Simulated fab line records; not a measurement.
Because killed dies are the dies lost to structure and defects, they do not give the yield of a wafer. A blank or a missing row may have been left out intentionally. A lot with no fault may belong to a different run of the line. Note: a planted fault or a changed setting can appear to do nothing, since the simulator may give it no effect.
Which tool was responsible? -- flow gf180mcu -- 39 wafers from 13 lots sampled at 4 of the route's 602 steps

WHAT THE GAUGES SHOWED, per wafer
GF_HV_LDD_CD_MEAS_19 targets a cd of 400 nm. Usual: cd-nm at 399.9 nm, with a standard deviation of 2.
lot,measured,on,cd-nm (nm),flag
L849,day 11 14:56,cd-sem-02,399.2 401.7 398.7,
L850,day 11 13:56,cd-sem-01,393.2 394.9 396.8,
L852,day 12 07:36,cd-sem-02,402.3 401.0 401.2,
L853,day 12 15:43,cd-sem-01,402.8 401.2 401.9,
L854,day 12 20:25,cd-sem-02,401.2 400.5 400.2,
L856,day 13 18:34,cd-sem-02,397.3 399.1 396.4,
L857,day 13 23:31,cd-sem-01,401.1 400.6 401.0,
L858,day 14 09:10,cd-sem-01,399.6 397.9 399.9,
L859,day 14 17:04,cd-sem-01,398.2 398.8 398.0,
L861,day 15 19:19,cd-sem-02,398.9 398.2 399.0,
L862,day 15 18:11,cd-sem-02,400.3 399.7 399.9,
L864,day 16 06:59,cd-sem-02,313.6 314.5 314.6,OFF
L866,day 17 03:50,cd-sem-02,315.1 314.7 317.4,OFF

GF_SAB_THK_MEAS_01. Usual: SAB_CVD_00_THK gives 50.0 nm (standard deviation 0.67).
lot,measured,on,SAB_CVD_00_THK (nm),flag
L849,day 15 05:19,film-metro-03,49.9 49.5 50.7,
L850,day 15 02:26,film-metro-03,49.0 49.7 50.6,
L852,day 15 23:38,film-metro-03,50.1 50.5 50.9,
L853,day 16 10:09,film-metro-01,50.3 49.6 50.5,
L854,day 16 14:57,film-metro-02,49.2 49.4 49.2,
L856,day 17 15:35,film-metro-03,51.1 50.6 50.4,
L857,day 17 19:20,film-metro-01,50.3 51.0 51.2,
L858,day 18 06:31,film-metro-03,50.6 51.2 50.6,
L859,day 18 16:22,film-metro-01,49.6 49.2 49.1,
L861,day 19 22:44,film-metro-03,49.5 50.5 49.9,
L862,day 19 20:29,film-metro-01,49.7 50.0 50.7,
L864,day 20 12:31,film-metro-01,50.0 49.8 50.2,
L866,day 21 08:55,film-metro-03,49.7 49.5 50.3,

TOOL THAT RAN EACH LOT (tool first, then ch and the chambers of the sampled wafers, then the start)
lot,GF_LVPWELL_STRIP_10,GF_HV_LDD_DEVELOP_18
L849,"plasma-asher-04 ch 0, day 4 09:03","litho-track-01 ch 0, day 11 14:47"
L850,"plasma-asher-04 ch 0,1, day 4 12:48","litho-track-01 ch 0, day 11 13:47"
L852,"plasma-asher-01 ch 0,1, day 5 02:59","litho-track-01 ch 0, day 12 07:28"
L853,"plasma-asher-03 ch 0,1, day 5 07:25","litho-track-04 ch 0, day 12 15:34"
L854,"plasma-asher-04 ch 0,1, day 5 12:15","litho-track-02 ch 0, day 12 20:16"
L856,"plasma-asher-03 ch 0,1, day 5 23:29","litho-track-02 ch 0, day 13 18:26"
L857,"plasma-asher-01 ch 0,1, day 6 05:41","litho-track-01 ch 0, day 13 23:22"
L858,"plasma-asher-04 ch 1, day 6 10:27","litho-track-01 ch 0, day 14 09:01"
L859,"plasma-asher-04 ch 0,1, day 6 12:54","litho-track-01 ch 0, day 14 16:55"
L861,"plasma-asher-03 ch 0, day 7 09:47","litho-track-04 ch 0, day 15 19:10"
L862,"plasma-asher-01 ch 0, day 7 09:57","litho-track-01 ch 0, day 15 18:02"
L864,"plasma-asher-01 ch 0,1, day 8 00:02","litho-track-01 ch 0, day 16 06:50"
L866,"plasma-asher-04 ch 0, day 8 14:20","litho-track-01 ch 0, day 17 03:41"
- GF_LVPWELL_STRIP_10: strips in O2/N2.
- GF_HV_LDD_DEVELOP_18: develop time 60 s.

WHAT THE TOOLS THEMSELVES READ (means of the sampled wafers that have a number; where no wafer has one, the mark that the record gives instead)
GF_LVPWELL_STRIP_10. Usual: drypump-motor-current-A 5.5 A, standard deviation 0.36; heater-power-w 331 W, standard deviation 28; n2-flow-sccm 300.0 sccm, standard deviation 0.87; oes-product-au 0.722 a.u., standard deviation 0.0047; platen-temp-c 250.01 C, standard deviation 0.18; strip-time-to-endpoint-s 36.97 s, standard deviation 0.093.
lot,tool,drypump-motor-current-A (A),heater-power-w (W),n2-flow-sccm (sccm),oes-product-au (a.u.),platen-temp-c (C),strip-time-to-endpoint-s (s),flag
L849,plasma-asher-04,6.1,371,299.5,0.723,250.15,36.91,
L850,plasma-asher-04,5.8,344,298.9,0.728,250.19,36.86,
L852,plasma-asher-01,5.1,299,300.2,0.725,250.03,36.95,
L853,plasma-asher-03,5.6,364,300.0,0.719,250.13,36.85,
L854,plasma-asher-04,5.9,352,299.2,0.725,250.02,37.07,
L856,plasma-asher-03,5.6,348,300.3,0.722,250.03,37.02,
L857,plasma-asher-01,5.1,301,300.5,0.721,250.10,36.85,
L858,plasma-asher-04,5.6,323,300.6,0.720,250.03,36.98,
L859,plasma-asher-04,5.9,356,300.4,0.721,249.90,37.06,
L861,plasma-asher-03,5.6,347,300.6,0.720,250.02,36.99,
L862,plasma-asher-01,5.0,297,300.1,0.722,249.96,36.99,
L864,plasma-asher-01,5.1,300,299.7,0.724,249.96,36.99,
L866,plasma-asher-04,6.1,369,301.2,0.723,250.13,37.04,

THE ANSWER, worked out from the rows above alone
Rule: a lot is off if the mean of its wafers that have a number lies more than 3 standard deviations from the usual mean. Also off: a lot with no number at a reading for which 4 or more lots have one. All remaining lots with rows at the step are treated as sound. After the gauges, taken in route order, come the tools' own readings; for these a lot's mean is taken, as printed above. The first step at which some lot is off is used, and at that step the reading that is off furthest; a lot without a number counts as furthest.
Off, at GF_HV_LDD_CD_MEAS_19 on cd-nm: L864, L866.
If a tool, at a process step before that reading, ran all the lots that are off and no sound lot after the first of them, it fits. Those tools and the gauges at GF_HV_LDD_CD_MEAS_19 are tried in the same way. Can't be told from this: 2 tools fit, litho-track-01 at GF_HV_LDD_DEVELOP_18, cd-sem-02 at GF_HV_LDD_CD_MEAS_19.

WHAT THE SIMULATOR HAD PUT IN
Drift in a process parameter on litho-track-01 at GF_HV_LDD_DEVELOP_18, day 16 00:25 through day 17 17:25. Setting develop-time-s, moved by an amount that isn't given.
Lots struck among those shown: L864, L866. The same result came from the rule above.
